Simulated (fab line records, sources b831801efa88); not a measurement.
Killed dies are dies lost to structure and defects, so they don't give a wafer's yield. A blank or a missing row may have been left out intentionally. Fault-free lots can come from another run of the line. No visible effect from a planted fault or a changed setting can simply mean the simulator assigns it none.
Struck lot and sound lot, side by side / flow sky130 / 15 out of 708 route steps
Sound: these wafers, L684.3, L684.4, L684.5. Struck: wafer L690.3 (L690.2, L690.6, from the same lot, were not struck and are left out); the cause is given at the end.
Per side, at each step with rows, come the tool, then ch with its chambers, and then its first start. Under that, the readings that differ: sound wafers / struck wafers / difference of the means / sigmas: that difference in standard deviations of wafers without a fault.
alike: readings whose means differ by less than 2 such deviations, and words and numbers that are the same on both sides. not compared: withheld readings, readings that some wafer has no value for, bounds like >300 that may hide the same value, and numbers for which the record gives no deviation and whose values overlap.
The two part at a step that has a row with sigmas, a row that says differs or no value, or rows on one side only. Non-overlapping numbers with no deviation appear without sigmas and do not part them. A reading that every wafer of one side lacks parts them only if that side has two wafers or more.

first, 8 steps without rows for these wafers: SKY_FIELD_ISO_DEHYDRATE_05 (time 60 s); SKY_FIELD_ISO_HMDS_06 (prime time 60 s); SKY_FIELD_ISO_COAT_07 (resist thk 60 nm); SKY_FIELD_ISO_COAT_08 (resist thk 450 nm); SKY_FIELD_ISO_SOFTBAKE_09 (time 90 s); SKY_FIELD_ISO_EXPOSE_10 (exposes mask FOM, target cd 150 nm); SKY_FIELD_ISO_PEB_11; SKY_FIELD_ISO_DEVELOP_12 (develop time 60 s).
SKY_FIELD_ISO_CD_MEAS_13: the cd target is 150 nm.
  struck on cd-sem-01, day 3 18:53; sound on cd-sem-02, day 2 09:56
  alike: cd-nm
SKY_FIELD_ISO_ETCH_14: etches BARC in N2/H2, stops on SiO2, time 45.9 s, target depth 60 nm.
  sound on rie-diel-01 ch 1,2,3, day 2 10:01; struck on rie-diel-01 ch 2, day 3 18:59
  alike: drypump-motor-current-A, oes-product-au, run-length-s, throttle-valve-pct
  not compared: rf-hours-counter-h
SKY_FIELD_ISO_ETCH_15: etches the open film in CHF3/O2, stops on Si, target depth 180 nm, time 72 s.
  sound on rie-diel-01 ch 1,2,3, day 2 10:03; struck on rie-diel-01 ch 2, day 3 19:01
reading=oes-product-au (a.u.); sound=0.945 0.940 0.945; struck=0.962; difference=+0.019; sigmas=+3
  alike: drypump-motor-current-A, run-length-s, throttle-valve-pct
  not compared: rf-hours-counter-h
SKY_FIELD_ISO_STRIP_16: strips in O2/N2.
  sound on plasma-asher-03 ch 0,1, day 2 10:08; struck on plasma-asher-01 ch 1, day 3 19:05
  alike: drypump-motor-current-A, oes-product-au, strip-time-to-endpoint-s
  not compared: rf-hours-counter-h
SKY_FIELD_ISO_ETCH_17: etches Si in HBr/Cl2/O2, target depth 342 nm, time 97.7 s.
  sound on rie-si-02 ch 0,3, day 2 10:13; struck on rie-si-01 ch 3, day 3 19:11
reading=run-length-s (s); sound=126.3 125.2 126.2; struck=116.1; difference=-9.8; sigmas=-22
reading=model.etch.depth-nm (nm); sound=340.9 344.3 341.5; struck=304.6; difference=-37.6; sigmas=
reading=model.FIELD_ISO.feature-depth-nm (nm); sound=340.9 344.3 341.5; struck=304.6; difference=-37.6; sigmas=
  alike: drypump-motor-current-A, oes-product-au, throttle-valve-pct
  not compared: rf-hours-counter-h
then, 1 step without rows for these wafers: SKY_FIELD_ISO_WET_ETCH_18 (etches Si3N4 in H3PO4, target depth 25 nm, time 286 s).
-- a jump in the record: the struck wafers' starts before and after are 44 days apart (it breaks off in module FIELD_ISO and resumes in module PAD_OPEN, where the first step shown is number 708 of the route) --
SKY_PAD_OPEN_PROBE_99:
  struck on prober-02, day 47 13:59; sound on prober-01, day 45 20:35
reading=model.etest.res_p_drift_20v.line-ohm-um; sound=1.113e+04 1.14e+04 1.131e+04; struck=9601; difference=-1679; sigmas=
reading=model.etest.res_p_drift_20v.rs-ohm-sq; sound=9366 9528 9447; struck=7957; difference=-1490; sigmas=
reading=model.etest.pfet_16v.r-on-ohm-um; sound=1.518e+04 1.53e+04 1.537e+04; struck=1.396e+04; difference=-1.323e+03; sigmas=
reading=model.etest.res-iso-pwell.rs-ohm-sq; sound=3118 3214 3156; struck=2510; difference=-653; sigmas=
reading=model.etest.res-iso-pwell.line-ohm-um; sound=1160 1204 1192; struck=946.9; difference=-238.4; sigmas=
reading=model.etest.res-nwell.line-ohm-um; sound=1164 1164 1182; struck=958.6; difference=-211.4; sigmas=
reading=model.etest.res-nwell.rs-ohm-sq; sound=976 986.1 985.2; struck=810.3; difference=-172.1; sigmas=
reading=model.etest.pfet_16v.drive-ua-um; sound=245.4 243.5 242.1; struck=263; difference=+19; sigmas=
  alike: killed_at_M0_to_M3, killed_at_M4_up, killed-at-contacts, killed-at-front-end, killed-at-other, killed-dies, killed-on-rim, killed-open, killed-short

== WHERE THEY PART ==
At SKY_FIELD_ISO_ETCH_15 first; at SKY_FIELD_ISO_ETCH_17 last (within this record only). Later steps at which nothing parts them and some readings are alike: SKY_PAD_OPEN_PROBE_99.

WHY: the cause the simulator had injected
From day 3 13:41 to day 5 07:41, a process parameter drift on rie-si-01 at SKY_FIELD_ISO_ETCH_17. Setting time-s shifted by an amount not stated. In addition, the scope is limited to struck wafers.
